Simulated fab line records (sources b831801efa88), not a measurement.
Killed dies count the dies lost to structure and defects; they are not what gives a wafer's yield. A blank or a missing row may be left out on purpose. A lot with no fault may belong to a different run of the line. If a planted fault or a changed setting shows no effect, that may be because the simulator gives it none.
Lot-split experiment | flow sfq-line | 12 wafers read from 5 lots, route of 325 steps

== SPLIT DETAILS ==
At SFQ_TRILAYER_I0_VIA_LITHO_COAT_036 (resist thk 62 nm), the setting spin-rpm was moved away from the recipe's 3000 rpm on 3 of the 12 wafers read, by -6.4% to +2.7%. The other wafers ran this setting at the recipe's value.

== FROM THE SPLIT TO THE READING: what the file shows between them, 3 steps ==
- SFQ_TRILAYER_I0_VIA_LITHO_COAT_031: resist thk 650 nm
- SFQ_TRILAYER_I0_VIA_LITHO_SOFTBAKE_035
- SFQ_TRILAYER_I0_VIA_LITHO_DEVELOP_033: time 60 s

== THE READING ==
etch.depth-nm (the simulator's own value, which no gauge read), in nm, at SFQ_TRILAYER_I0_VIA_BARC_OPEN_VIA_ETCH_046 (etches BARC in O2, target depth 125 nm, time 41.7 s). The file gives no usual value for it. The 9 wafers here that ran the recipe average 61.94 nm, standard deviation 0.12 nm.

wafer  | tool, chamber at the split | spin-rpm as run, rpm | against the recipe | etch.depth-nm, nm | against lot-mates on the recipe
L076.2 | litho-track-01, 0          | 2888                 | -3.7%              | 62.99             | +1.24
L076.3 | litho-track-01, 0          | 3000                 | recipe             | 61.75             | -
L077.4 | litho-track-01, 0          | 3000                 | recipe             | 61.81             | -
L077.5 | litho-track-01, 0          | 3000                 | recipe             | 61.91             | -
L077.6 | litho-track-01, 0          | 3000                 | recipe             | 61.88             | -
L078.3 | litho-track-03, 0          | 2809                 | -6.4%              | 63.76             | no lot-mate on the recipe
L080.3 | litho-track-04, 0          | 3000                 | recipe             | 61.98             | -
L080.5 | litho-track-04, 0          | 3081                 | +2.7%              | 61.1              | -0.95
L080.6 | litho-track-04, 0          | 3000                 | recipe             | 62.12             | -
L082.3 | litho-track-03, 0          | 3000                 | recipe             | 61.88             | -
L082.4 | litho-track-03, 0          | 3000                 | recipe             | 62.01             | -
L082.6 | litho-track-03, 0          | 3000                 | recipe             | 62.12             | -

THE FIT
A straight line over all 12 wafers: etch.depth-nm changes by -0.289 nm for each +1% of spin-rpm; r = -0.99; the points scatter about the line by 0.12 nm.
The same after taking each lot's own level away (the mean of its wafers on the recipe; 11 wafers): -0.339 nm for each +1%; r = -0.99; scatter 0.071 nm.
According to that fit, moving spin-rpm by its largest amount changes the reading by 2.2 nm.
The span of the lots' own levels, 61.750 to 62.050 nm, comes to 2.5 times the standard deviation stated above.
In other words, the slope is changed by the lot-to-lot level; the two fits disagree.
Check: +1.31 nm against its lot-mates is what the line predicts for one of the wafers moved furthest among these (-3.7%) when that wafer is left out of the fit. Against them it came out at +1.24 nm.

== OTHER SPLITS APPLIED TO THESE WAFERS ==
These wafers also went through other splits before the reading. Each is held against what the fit with the lots' levels taken away leaves over:
other split on the same wafers                    | wafers away from the commonest value | r with etch.depth-nm (lot level and that fit taken away)
SFQ_TRILAYER_L0_DEP_SPUTTER_003 time-s            | 0                                    | -
SFQ_TRILAYER_L0_VIA_BARC_OPEN_VIA_ETCH_021 time-s | 5                                    | -0.16
SFQ_TRILAYER_M0_LITHO_EXPOSE_022 dose-mj          | 4                                    | +0.11

== THE WHOLE CHAIN: every reading that the file lists as answering this split, in the file's order ==
step                                       | what it does                                        | reading                                                                                        | change (the file's fit)               | r (the file's)
SFQ_TRILAYER_I0_VIA_LITHO_COAT_036         | resist thk 62 nm                                    | BARC_of_TRILAYER_I0_VIA_LITHO_COAT_036.thk-nm (the simulator's own value, which no gauge read) | -0.324 nm for each +1% of the setting | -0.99
SFQ_TRILAYER_I0_VIA_BARC_OPEN_VIA_ETCH_046 | etches BARC in O2, target depth 125 nm, time 41.7 s | etch.depth-nm (the simulator's own value, which no gauge read)                                 | -0.339 nm for each +1% of the setting | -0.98

== THE FILE'S OWN FIT ==
etch.depth-nm changes by -0.339 nm for each +1% of spin-rpm, r = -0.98.
